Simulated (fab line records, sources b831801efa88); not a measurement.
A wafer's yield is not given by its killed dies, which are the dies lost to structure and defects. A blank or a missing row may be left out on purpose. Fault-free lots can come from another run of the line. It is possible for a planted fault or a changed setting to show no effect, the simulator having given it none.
A lot that was struck, set against a sound lot	flow gf180mcu	24 out of 602 route steps
Sound: wafers L761.1, L761.4, L761.6. Wafers L774.1, L774.3, L774.5 were the ones struck. The cause is given at the end.
At each step with rows: each side's tool, then ch and its chambers, then its first start. Under that, the readings that differ: sound wafers	struck wafers	difference of the means	sigmas: that difference in standard deviations of wafers without a fault.
alike: readings whose means differ by less than 2 such deviations, and words and numbers that are the same on both sides. not compared: withheld readings, readings that some wafer has no value for, bounds like >300 that may hide the same value, and numbers for which the record gives no deviation and whose values overlap.
Wherever a step has rows on one side only, a row that says differs or no value, or a row with sigmas, the two part there. Numbers that don't overlap but have no deviation are shown without sigmas and don't part them. A reading missing from all wafers of one side parts the sides only when that side holds two or more wafers.

first, 7 steps without rows for these wafers: GF_STI_DEHYDRATE_05 (time 60 s); GF_STI_HMDS_06 (prime time 60 s); GF_STI_COAT_07 (resist thk 700 nm); GF_STI_SOFTBAKE_08 (time 60 s); GF_STI_EXPOSE_09 (exposes mask COMP, target cd 220 nm); GF_STI_PEB_10 (peb time 90 s); GF_STI_DEVELOP_11 (develop time 60 s).
GF_STI_CD_MEAS_12: the cd target is 220 nm.
  sound on cdSem-01, day 2 22:17; struck on cdSem-01, day 5 17:25
reading	sound	struck	difference	sigmas
cdNm (nm)	219.8 220.0 219.6	223.6 222.3 222.7	+3.1	+2
GF_STI_ETCH_13: etches the open film in CHF3/O2, stops on Si, target depth 282.31 nm, time 112.9 s.
  sound on rieDiel-03 ch 1,2,3, day 2 22:25; struck on rieDiel-03 ch 0,1,2, day 5 17:32
  alike: chamberPressureMTorr, drypumpMotorCurrentA, oesProductAu, throttleValvePct
  not compared: rfHoursCounterH
GF_STI_ETCH_14: etches Si in HBr/Cl2/O2, target depth 360 nm, time 102.9 s.
  sound on rieSi-02 ch 0,1, day 2 22:29; struck on rieSi-01 ch 1,2, day 5 17:37
  alike: chamberPressureMTorr, drypumpMotorCurrentA, oesProductAu, throttleValvePct
  not compared: rfHoursCounterH
GF_STI_STRIP_15: strips in O2/N2.
  sound on plasmaAsher-02 ch 0,1, day 2 22:34; struck on plasmaAsher-04 ch 0,1, day 5 17:41
  alike: chamberPressureMTorr, drypumpMotorCurrentA, heaterPowerW, n2FlowSccm, oesProductAu, stripTimeToEndpointS
  not compared: rfHoursCounterH
then, 1 step without rows for these wafers: GF_STI_CLEAN_16 (cleans in dHF, time 25 s).
GF_STI_WET_ETCH_17: etches Si3N4 in H3PO4, target depth 45 nm, time 514 s.
  sound on wetBench-04 ch 3, day 2 22:41; struck on wetBench-04 ch 1, day 5 17:48
reading	sound	struck	difference	sigmas
bathGuardTempC (C)	159.9 160.6 160.3	154.5 154.0 154.0	-6.1	-11
tempC (C)	159.97 160.10 159.80	155.21 155.27 155.32	-4.69	-33
model.Si3N4_of_STI_CVD_03.thkNm (nm)	161.7 162.3 162.4	164.4 166.4 165	+3.1	
then, 4 steps without rows for these wafers: GF_STI_CLEAN_18 (cleans in SC1/SC2, time 150 s); GF_STI_CLEAN_19 (cleans in dHF, time 20 s); GF_STI_WET_ETCH_20 (etches SiO2 in dHF, target depth 20 nm, time 400 s); GF_STI_OXIDATION_21 (stabilise 600 s, purge 300 s, target thk 15 nm).
GF_STI_THK_MEAS_22:
  sound on filmMetro-01, day 3 01:12; struck on filmMetro-02, day 5 19:32
  alike: STI_OXIDATION_01_THK
then, 1 step without rows for these wafers: GF_STI_CVD_23 (deposits SiO2, target thk 650 nm, time 108.3 s).
GF_STI_THK_MEAS_24:
  sound on filmMetro-02, day 3 01:20; struck on filmMetro-01, day 5 19:40
  alike: STI_CVD_23_THK
GF_STI_CMP_25: polishes, stops on Si3N4, t overpolish 33 s, target thk 524.6 nm.
  sound on cmp-02 ch 0,3, day 3 01:23; struck on cmp-02 ch 1,2, day 5 19:44
  alike: motorCurrentA, overpolishRunS, timeToEndpointS
GF_STI_WET_ETCH_26: etches SiO2 in dHF, target depth 94 nm, time 188 s.
  sound on wetBench-04 ch 0, day 3 01:41; struck on wetBench-01 ch 3, day 5 20:02
reading	sound	struck	difference	sigmas
model.Si3N4_of_STI_CVD_03.thkNm (nm)	150.9 151.5 151.7	153.5 155.6 154.1	+3.0	
  alike: tempC
then, 1 step without rows for these wafers: GF_STI_WET_ETCH_27 (etches Si3N4 in H3PO4, target depth 160 nm, time 1825 s).
-- the record jumps here: 28 days lie between the struck wafers' starts before and after (it left off in module STI and takes up again in module PASSIVATION, whose first step shown is number 602 of the route) --
GF_PASSIVATION_PROBE_99:
  rows exist in the record for the struck wafers here (prober-02, day 33 16:00), but not for the sound ones

WHERE THEY PART
First at GF_STI_CD_MEAS_12; last, within this record, at GF_PASSIVATION_PROBE_99.

WHY: whatever the simulator had introduced
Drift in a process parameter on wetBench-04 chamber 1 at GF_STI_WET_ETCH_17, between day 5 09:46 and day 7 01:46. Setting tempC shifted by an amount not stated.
